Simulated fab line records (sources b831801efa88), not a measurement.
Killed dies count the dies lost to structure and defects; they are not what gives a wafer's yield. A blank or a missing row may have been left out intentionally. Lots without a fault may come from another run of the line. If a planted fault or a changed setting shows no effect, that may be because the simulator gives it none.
A struck lot beside a sound one    flow sky130    16 out of 708 route steps
Sound: wafers L357.1, L357.4, L357.6. Struck: wafers L356.3, L356.4, L356.6. At the end, the cause is stated.
Per side, at each step with rows, come the tool, then ch with its chambers, and then its first start. Under that, the readings that differ: sound wafers    struck wafers    difference of the means    sigmas: that difference in standard deviations of wafers without a fault.
alike: words and numbers the same on both sides, and readings whose means are apart by under 2 such deviations; not compared: readings that were withheld, readings missing a value for some wafer, numbers with overlapping values and no deviation given by the record, and bounds like >300 which may hide the same value.
The two part at a step that has a row with sigmas, a row that says differs or no value, or rows on one side only. Numbers that don't overlap but have no deviation are shown without sigmas and don't part them. A reading that every wafer of one side lacks parts them only if that side has two wafers or more.

first, 2 steps without rows for these wafers: SKY_LOCAL_INTERCONNECT_PEB_09; SKY_LOCAL_INTERCONNECT_DEVELOP_10 (develop time 60 s).
SKY_LOCAL_INTERCONNECT_CD_MEAS_11: the cd target is 170 nm.
  sound: cd_sem-02 at day 33 09:20; struck: cd_sem-02 at day 32 23:07
  alike: cd_nm
SKY_LOCAL_INTERCONNECT_OVL_MEAS_12:
  sound: overlay-01 at day 33 09:28; struck: overlay-02 at day 32 23:12
  alike: LOCAL_INTERCONNECT_OVL
SKY_LOCAL_INTERCONNECT_ETCH_13: etches BARC in N2/H2, stops on SiO2, time 45.9 s, target depth 60 nm.
  sound on rie_metal-01 ch 0,1, day 33 09:30; struck on rie_metal-01 ch 0,1, day 32 23:15
  alike: drypump_motor_current_A, he_backside_leak_sccm, n2_flow_sccm, oes_product_au, throttle_valve_pct
  not compared: rf_hours_counter_h
SKY_LOCAL_INTERCONNECT_METAL_ETCH_14: etches TiN in Cl2/BCl3, stops on PSG, target depth 110 nm, time 31.4 s.
  sound on rie_metal-01 ch 0,1, day 33 09:34; struck on rie_metal-01 ch 0,1, day 32 23:19
  alike: drypump_motor_current_A, he_backside_leak_sccm, oes_product_au, throttle_valve_pct
  not compared: rf_hours_counter_h
SKY_LOCAL_INTERCONNECT_STRIP_15: strips in O2/N2.
  sound on plasma_asher-04 ch 0,1, day 33 09:37; struck on plasma_asher-03 ch 0,1, day 32 23:22
  alike: drypump_motor_current_A, n2_flow_sccm, oes_product_au, strip_time_to_endpoint_s
  not compared: rf_hours_counter_h
then, 3 steps without rows for these wafers: SKY_LOCAL_INTERCONNECT_STRIP_16 (strips in post etch residue remover, time 1200 s); SKY_LOCAL_INTERCONNECT_CLEAN_17 (cleans in IPA, time 180 s); SKY_LOCAL_INTERCONNECT_CLEAN_18 (cleans in O3/DIW).
SKY_CONTACT_CVD_00: deposits Si3N4, target thk 75 nm.
  sound on pecvd-02 ch 0,2, day 33 10:12; struck on pecvd-03 ch 0,2, day 32 23:56
  alike: heater_power_w
SKY_CONTACT_THK_MEAS_01:
  sound: film_metro-04 at day 33 10:14; struck: film_metro-03 at day 32 23:59
  alike: CONTACT_CVD_00_THK
SKY_CONTACT_HDPCVD_02: deposits SiO2, target thk 565 nm, time 94.2 s.
  sound on hdpcvd-02 ch 0,2, day 33 10:18; struck on hdpcvd-01 ch 0,1, day 33 00:02
reading                                      sound              struck         difference  sigmas
model.SiO2_of_CONTACT_HDPCVD_02.thk_nm (nm)  565.4 564.2 563.7  420 417.3 422  -145        
SKY_CONTACT_THK_MEAS_03:
  sound: film_metro-03 at day 33 10:22; struck: film_metro-04 at day 33 00:07
reading                  sound        struck       difference  sigmas
CONTACT_HDPCVD_THK (nm)  565 565 564  420 417 422  -145        -27
SKY_CONTACT_CMP_04: polishes SiO2.
  sound on cmp-01 ch 1,3, day 33 10:26; struck on cmp-02 ch 1,2, day 33 00:09
reading                 sound     struck    difference  sigmas
time_to_endpoint_s (s)  80 84 79  29 29 31  -51         -10
  alike: motor_current_A, slurry_filter_dp_kPa, slurry_flow_ml_min
SKY_CONTACT_BOW_MEAS_05:
  sound: film_metro-01 at day 33 10:44; struck: film_metro-03 at day 33 00:29
  alike: CONTACT_BOW

== WHERE THEY PART ==
Last at SKY_CONTACT_CMP_04 as far as this record goes, first at SKY_CONTACT_THK_MEAS_03. Later steps at which nothing parts them and some readings are alike: SKY_CONTACT_BOW_MEAS_05.

WHY: whatever the simulator had introduced
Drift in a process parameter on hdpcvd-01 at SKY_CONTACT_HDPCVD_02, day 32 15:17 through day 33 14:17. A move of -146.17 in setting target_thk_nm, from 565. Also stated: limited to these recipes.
